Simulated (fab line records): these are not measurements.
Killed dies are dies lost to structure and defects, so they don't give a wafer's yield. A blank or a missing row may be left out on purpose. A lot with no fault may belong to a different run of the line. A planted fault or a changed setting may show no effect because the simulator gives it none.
Which tool is to blame?    flow sky130    15 lots with 45 wafers sampled at 5 steps, on a route of 708 steps

## WHAT EACH GAUGE READ, for each wafer
Not one reading of a measure or inspect step in the record can be checked against a usual standard deviation.

## TOOL THAT RAN EACH LOT (tool first, then ch and the chambers of the sampled wafers, then the start)
lot   SKY_METAL4_SPUTTER_00        SKY_METAL4_METAL_ETCH_18          SKY_METAL4_STRIP_19                  SKY_VIA4_STRIP_13                    SKY_METAL5_SPUTTER_02
L732  pvdSputter-02, day 39 10:12  rieMetal-04 ch 0,1, day 41 12:20  plasmaAsher-02 ch 0,1, day 41 12:30  plasmaAsher-01 ch 0, day 42 13:38    pvdSputter-03, day 42 15:02
L735  pvdSputter-02, day 40 18:49  rieMetal-03 ch 0,1, day 42 20:25  plasmaAsher-04 ch 0,1, day 42 20:35  plasmaAsher-01 ch 0,1, day 43 20:23  pvdSputter-01, day 43 22:12
L736  pvdSputter-01, day 40 23:37  rieMetal-02 ch 1, day 42 23:25    plasmaAsher-04 ch 0,1, day 42 23:46  plasmaAsher-01 ch 0,1, day 43 23:52  pvdSputter-03, day 44 01:11
L737  pvdSputter-01, day 41 03:39  rieMetal-04 ch 0,1, day 43 03:07  plasmaAsher-04 ch 0,1, day 43 03:17  plasmaAsher-02 ch 0,1, day 44 02:46  pvdSputter-04, day 44 04:25
L738  pvdSputter-02, day 41 05:04  rieMetal-02 ch 0,1, day 43 05:06  plasmaAsher-02 ch 0,1, day 43 05:16  plasmaAsher-04 ch 0, day 44 04:29    pvdSputter-01, day 44 06:15
L740  pvdSputter-01, day 42 07:25  rieMetal-02 ch 0,1, day 44 06:39  plasmaAsher-02 ch 0,1, day 44 06:49  plasmaAsher-01 ch 0,1, day 45 05:56  pvdSputter-03, day 45 07:58
L741  pvdSputter-03, day 42 08:49  rieMetal-04 ch 0,1, day 44 07:39  plasmaAsher-04 ch 0,1, day 44 07:53  -                                    -
L742  pvdSputter-02, day 42 19:14  rieMetal-04 ch 0,1, day 44 17:38  plasmaAsher-02 ch 0,1, day 44 17:48  -                                    -
L743  pvdSputter-01, day 42 23:49  rieMetal-02 ch 0,1, day 44 21:44  plasmaAsher-03 ch 0,1, day 44 21:54  -                                    -
L744  pvdSputter-03, day 43 07:38  rieMetal-03 ch 0,1, day 45 05:13  plasmaAsher-03 ch 0,1, day 45 05:22  plasmaAsher-01 ch 0,1, day 46 03:35  pvdSputter-01, day 46 04:58
L747  pvdSputter-02, day 43 22:19  rieMetal-04 ch 0,1, day 45 19:39  plasmaAsher-04 ch 0,1, day 45 19:49  plasmaAsher-04 ch 0,1, day 46 17:19  pvdSputter-03, day 46 18:41
L750  pvdSputter-02, day 44 18:22  rieMetal-02 ch 0,1, day 46 13:18  plasmaAsher-02 ch 0,1, day 46 13:28  plasmaAsher-01 ch 0,1, day 47 10:25  pvdSputter-04, day 47 11:59
L751  pvdSputter-01, day 44 23:18  rieMetal-02 ch 0,1, day 46 18:52  plasmaAsher-02 ch 0,1, day 46 19:02  plasmaAsher-04 ch 0,1, day 47 16:03  pvdSputter-04, day 47 17:32
L753  pvdSputter-02, day 45 12:07  rieMetal-02 ch 0,1, day 47 06:38  plasmaAsher-04 ch 0,1, day 47 06:47  plasmaAsher-04 ch 0,1, day 48 03:22  pvdSputter-03, day 48 04:53
L755  pvdSputter-02, day 45 20:26  rieMetal-03 ch 0,1, day 47 14:03  plasmaAsher-03 ch 0, day 47 14:13    plasmaAsher-02 ch 0,1, day 48 11:02  pvdSputter-04, day 48 12:22
- SKY_METAL4_SPUTTER_00: material Ti, target thk 15 nm, time 10 s.
- SKY_METAL4_METAL_ETCH_18: etches the open film in Cl2/BCl3, stops on SiO2, target depth 845 nm, time 183.1 s.
- SKY_METAL4_STRIP_19: strips in O2/N2.
- SKY_VIA4_STRIP_13: strips in O2/N2.
- SKY_METAL5_SPUTTER_02: material AlCu, target thk 1150 nm, time 61.2 s.

## WHAT THE TOOLS THEMSELVES READ (means of the sampled wafers that have a number; where no wafer has one, the mark that the record gives instead)
SKY_METAL4_SPUTTER_00. Usual: throttleValvePct 30.0 %, standard deviation 1.5.
lot   tool           throttleValvePct (%)  flag
L732  pvdSputter-02  30.0                  
L735  pvdSputter-02  30.4                  
L736  pvdSputter-01  29.8                  
L737  pvdSputter-01  28.8                  
L738  pvdSputter-02  29.4                  
L740  pvdSputter-01  29.8                  
L741  pvdSputter-03  30.3                  
L742  pvdSputter-02  29.9                  
L743  pvdSputter-01  29.7                  
L744  pvdSputter-03  30.2                  
L747  pvdSputter-02  29.7                  
L750  pvdSputter-02  30.0                  
L751  pvdSputter-01  29.9                  
L753  pvdSputter-02  28.2                  
L755  pvdSputter-02  30.7                  

SKY_METAL4_METAL_ETCH_18. Usual: bcl3FlowSccm 30.00 sccm, standard deviation 0.094; biasW 48.53 W, standard deviation 0.14; chamberPressureMTorr 10.000 mTorr, standard deviation 0.0089; drypumpMotorCurrentA 5.9 A, standard deviation 0.49; oesProductAu 0.866 a.u., standard deviation 0.0062; throttleValvePct 22.263 %, standard deviation 0.0079.
lot   tool         bcl3FlowSccm (sccm)  biasW (W)  chamberPressureMTorr (mTorr)  drypumpMotorCurrentA (A)  oesProductAu (a.u.)  throttleValvePct (%)  flag
L732  rieMetal-04  30.08                48.47      10.005                        5.5                       0.866                22.262                
L735  rieMetal-03  30.03                48.65      10.004                        5.5                       0.879                22.261                
L736  rieMetal-02  29.92                48.68      9.996                         6.5                       0.870                22.272                
L737  rieMetal-04  30.01                48.47      9.999                         5.5                       0.862                22.263                
L738  rieMetal-02  29.95                48.46      9.991                         6.4                       0.869                22.260                
L740  rieMetal-02  29.97                48.57      10.000                        6.3                       0.867                22.257                
L741  rieMetal-04  -                    -          -                             -                         -                    -                     OFF
L742  rieMetal-04  -                    -          -                             -                         -                    -                     OFF
L743  rieMetal-02  -                    -          -                             -                         -                    -                     OFF
L744  rieMetal-03  29.93                48.36      9.993                         5.3                       0.863                22.255                
L747  rieMetal-04  29.93                48.46      9.994                         5.7                       0.866                22.261                
L750  rieMetal-02  30.07                48.29      9.996                         6.4                       0.869                22.260                
L751  rieMetal-02  30.06                48.52      10.002                        6.4                       0.868                22.258                
L753  rieMetal-02  29.94                48.66      10.000                        6.3                       0.859                22.274                
L755  rieMetal-03  29.97                48.70      10.002                        5.3                       0.864                22.259                

SKY_METAL4_STRIP_19. Usual: chamberPressureMTorr 1500.1 mTorr, standard deviation 1.4; drypumpMotorCurrentA 5.7 A, standard deviation 0.42; oesProductAu 0.500 a.u., standard deviation 0.0055; stripTimeToEndpointS 6.49 s, standard deviation 0.063.
lot   tool            chamberPressureMTorr (mTorr)  drypumpMotorCurrentA (A)  oesProductAu (a.u.)  stripTimeToEndpointS (s)  flag
L732  plasmaAsher-02  1500.8                        5.6                       0.502                6.53                      
L735  plasmaAsher-04  1500.0                        5.8                       0.498                6.49                      
L736  plasmaAsher-04  1498.8                        5.9                       0.499                6.54                      
L737  plasmaAsher-04  1501.0                        6.1                       0.504                6.56                      
L738  plasmaAsher-02  1500.2                        5.6                       0.503                6.46                      
L740  plasmaAsher-02  1500.6                        5.5                       0.500                6.48                      
L741  plasmaAsher-04  1499.0                        5.8                       0.710                11.78                     OFF
L742  plasmaAsher-02  1499.8                        5.9                       0.710                11.87                     OFF
L743  plasmaAsher-03  1499.6                        5.4                       0.710                11.86                     OFF
L744  plasmaAsher-03  1499.1                        5.6                       0.496                6.44                      
L747  plasmaAsher-04  1500.3                        5.8                       0.503                6.57                      
L750  plasmaAsher-02  1499.9                        5.9                       0.499                6.50                      
L751  plasmaAsher-02  1501.0                        5.9                       0.502                6.51                      
L753  plasmaAsher-04  1500.5                        5.9                       0.500                6.44                      
L755  plasmaAsher-03  1498.7                        5.7                       0.502                6.40                      

SKY_VIA4_STRIP_13. Usual: chamberPressureMTorr 1500.2 mTorr, standard deviation 1.4; drypumpMotorCurrentA 5.7 A, standard deviation 0.39; oesProductAu 0.709 a.u., standard deviation 0.0046; stripTimeToEndpointS 12.80 s, standard deviation 0.032.
lot   tool            chamberPressureMTorr (mTorr)  drypumpMotorCurrentA (A)  oesProductAu (a.u.)  stripTimeToEndpointS (s)  flag
L732  plasmaAsher-01  1499.7                        5.3                       0.709                12.80                     
L735  plasmaAsher-01  1499.9                        5.5                       0.711                12.79                     
L736  plasmaAsher-01  1500.1                        5.4                       0.710                12.76                     
L737  plasmaAsher-02  1500.7                        5.6                       0.713                12.78                     
L738  plasmaAsher-04  1500.6                        5.6                       0.706                12.78                     
L740  plasmaAsher-01  1499.7                        5.4                       0.710                12.80                     
L744  plasmaAsher-01  1499.0                        5.4                       0.709                12.80                     
L747  plasmaAsher-04  1500.2                        5.8                       0.712                12.80                     
L750  plasmaAsher-01  1499.9                        5.4                       0.710                12.80                     
L751  plasmaAsher-04  1501.5                        6.1                       0.712                12.86                     
L753  plasmaAsher-04  1500.7                        6.1                       0.710                12.80                     
L755  plasmaAsher-02  1501.3                        5.6                       0.712                12.85                     

SKY_METAL5_SPUTTER_02. Usual: throttleValvePct 30.3 %, standard deviation 0.95.
lot   tool           throttleValvePct (%)  flag
L732  pvdSputter-03  30.4                  
L735  pvdSputter-01  30.3                  
L736  pvdSputter-03  30.4                  
L737  pvdSputter-04  29.9                  
L738  pvdSputter-01  30.4                  
L740  pvdSputter-03  30.1                  
L744  pvdSputter-01  31.1                  
L747  pvdSputter-03  30.7                  
L750  pvdSputter-04  30.3                  
L751  pvdSputter-04  30.0                  
L753  pvdSputter-03  30.4                  
L755  pvdSputter-04  30.2                  

## THE ANSWER, worked out from the rows above alone
Rule: a lot counts as off when the mean over its wafers that have a number is more than 3 standard deviations away from the usual mean. A lot without any number at a reading at which 4 lots or more have one is off too. All remaining lots with rows at the step are treated as sound. The gauges are gone through in route order, then the tools' own readings, and for those a lot's mean is taken as printed above. The first step at which some lot is off is used, and at that step the reading that is off furthest; a lot without a number counts as furthest.
Off: L741, L742, L743 (SKY_METAL4_METAL_ETCH_18, bcl3FlowSccm). Without a number there: L741, L742, L743.
If a tool, at that step or one of the process steps before it, ran each lot that is off and ran no sound lot following the first of them, it fits. Not one of the candidates tried fits.

## WHAT THE SIMULATOR PUT IN
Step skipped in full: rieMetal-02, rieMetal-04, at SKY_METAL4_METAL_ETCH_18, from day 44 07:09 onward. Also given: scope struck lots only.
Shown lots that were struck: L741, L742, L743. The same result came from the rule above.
